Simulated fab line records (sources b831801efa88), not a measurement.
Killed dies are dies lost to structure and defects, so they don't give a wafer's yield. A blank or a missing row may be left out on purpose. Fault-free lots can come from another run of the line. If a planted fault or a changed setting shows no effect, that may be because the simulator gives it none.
Comparing a struck lot with a sound one	flow sky130	20 steps out of a route of 708
Sound: the wafers L177.1, L177.5, L177.6. Struck: wafer L185.3. (L185.6 of the same lot was not struck and is left out.) The cause comes at the end.
Per side, at each step with rows, come the tool, then ch with its chambers, and then its first start. Under that, the readings that differ: sound wafers	struck wafers	difference of the means	sigmas: that difference in standard deviations of wafers without a fault.
alike: readings with means less than 2 such deviations apart, plus words and numbers identical on both sides. not compared: withheld readings, readings lacking a value on some wafer, bounds such as >300 that could conceal the same value, and numbers that have no deviation in the record and whose values overlap.
A row with sigmas, a row that says differs or no value, or rows on one side alone: a step with any of these is where the two part. Numbers that have no deviation but don't overlap get no sigmas and don't part them. A reading that every wafer of one side lacks parts them only if that side has two wafers or more.

first, 1 step without rows for these wafers: SKY_POLY_CUT_DEVELOP_07 (develop time 60 s).
SKY_POLY_CUT_CD_MEAS_08 targets a cd of 270 nm.
  sound on cdSem-01, day 26 15:49; struck on cdSem-02, day 29 09:14
  alike: cdNm
SKY_POLY_CUT_OVL_MEAS_09:
  sound on overlay-02, day 26 15:56; struck on overlay-02, day 29 09:19
  alike: POLY_CUT_OVL
SKY_POLY_CUT_ETCH_10: etches BARC in N2/H2, stops on SiO2, time 45.9 s, target depth 60 nm.
  sound on rieDiel-03 ch 0,1,3, day 26 15:59; struck on rieDiel-04 ch 2, day 29 09:20
  alike: drypumpMotorCurrentA, n2FlowSccm, oesProductAu, throttleValvePct
  not compared: rfHoursCounterH
SKY_POLY_CUT_ETCH_11: etches Si3N4 in CF4/CH2F2/Ar, stops on poly-Si, time 42.5 s, target depth 60 nm.
  sound on rieDiel-03 ch 0,1,3, day 26 16:01; struck on rieDiel-04 ch 2, day 29 09:23
  alike: drypumpMotorCurrentA, oesProductAu, throttleValvePct
  not compared: rfHoursCounterH
SKY_POLY_CUT_STRIP_12: strips in O2/N2.
  sound on plasmaAsher-02 ch 0,1, day 26 16:04; struck on plasmaAsher-01 ch 0, day 29 09:28
reading	sound	struck	difference	sigmas
n2FlowSccm (sccm)	300.2 300.7 300.8	298.0	-2.6	-3
stripTimeToEndpointS (s)	5.344 5.347 5.327	5.376	+0.037	+2
  alike: drypumpMotorCurrentA, oesProductAu
  not compared: rfHoursCounterH
then, 6 steps without rows for these wafers: SKY_SD_P_DEHYDRATE_00 (time 60 s); SKY_SD_P_HMDS_01 (prime time 60 s); SKY_SD_P_COAT_02 (resist thk 1140 nm); SKY_SD_P_SOFTBAKE_03 (time 60 s); SKY_SD_P_EXPOSE_04 (exposes mask PSDM, target cd 380 nm); SKY_SD_P_PEB_05.
SKY_SD_P_DEVELOP_06: develop time 60 s.
  sound on lithoTrack-02 ch 0, day 27 20:46; struck on lithoTrack-04 ch 0, day 30 13:46
SKY_SD_P_CD_MEAS_07 targets a cd of 380 nm.
  sound on cdSem-02, day 27 20:55; struck on cdSem-02, day 30 13:54
  not compared: cdNm
SKY_SD_P_OVL_MEAS_08:
  sound on overlay-02, day 27 21:02; struck on overlay-02, day 30 13:59
  not compared: SD_P_OVL
following that, these wafers have no rows for 1 step: SKY_SD_P_IMPLANT_09.
SKY_SD_P_STRIP_10: strips in O2/N2.
  sound on plasmaAsher-02 ch 0,1, day 27 21:13; struck on plasmaAsher-01 ch 0, day 30 14:12
reading	sound	struck	difference	sigmas
stripTimeToEndpointS (s)	17.43 17.44 17.44	17.53	+0.09	+3
  alike: drypumpMotorCurrentA, n2FlowSccm, oesProductAu
  not compared: rfHoursCounterH
SKY_SD_P_TW_MEAS_11:
  sound on filmMetro-02, day 27 21:19; struck on filmMetro-03, day 30 14:17
reading	sound	struck	difference	sigmas
SD_P_TW	2844 2846 2858	30	-2819	-99 or more
then, 1 step without rows for these wafers: SKY_RES_XHIGH_DEHYDRATE_00 (time 60 s).
-- a jump in the record: the struck wafers' starts before and after are 19 days apart (it breaks off in module RES_XHIGH and resumes in module PAD_OPEN, where the first step shown is number 708 of the route) --
SKY_PAD_OPEN_PROBE_99:
  record: rows for the struck wafers here (prober-01, day 49 07:33), none for the sound ones

== WHERE THEY PART ==
Earliest at SKY_POLY_CUT_STRIP_12; latest, in this record, at SKY_PAD_OPEN_PROBE_99.

WHY: the cause the simulator had injected
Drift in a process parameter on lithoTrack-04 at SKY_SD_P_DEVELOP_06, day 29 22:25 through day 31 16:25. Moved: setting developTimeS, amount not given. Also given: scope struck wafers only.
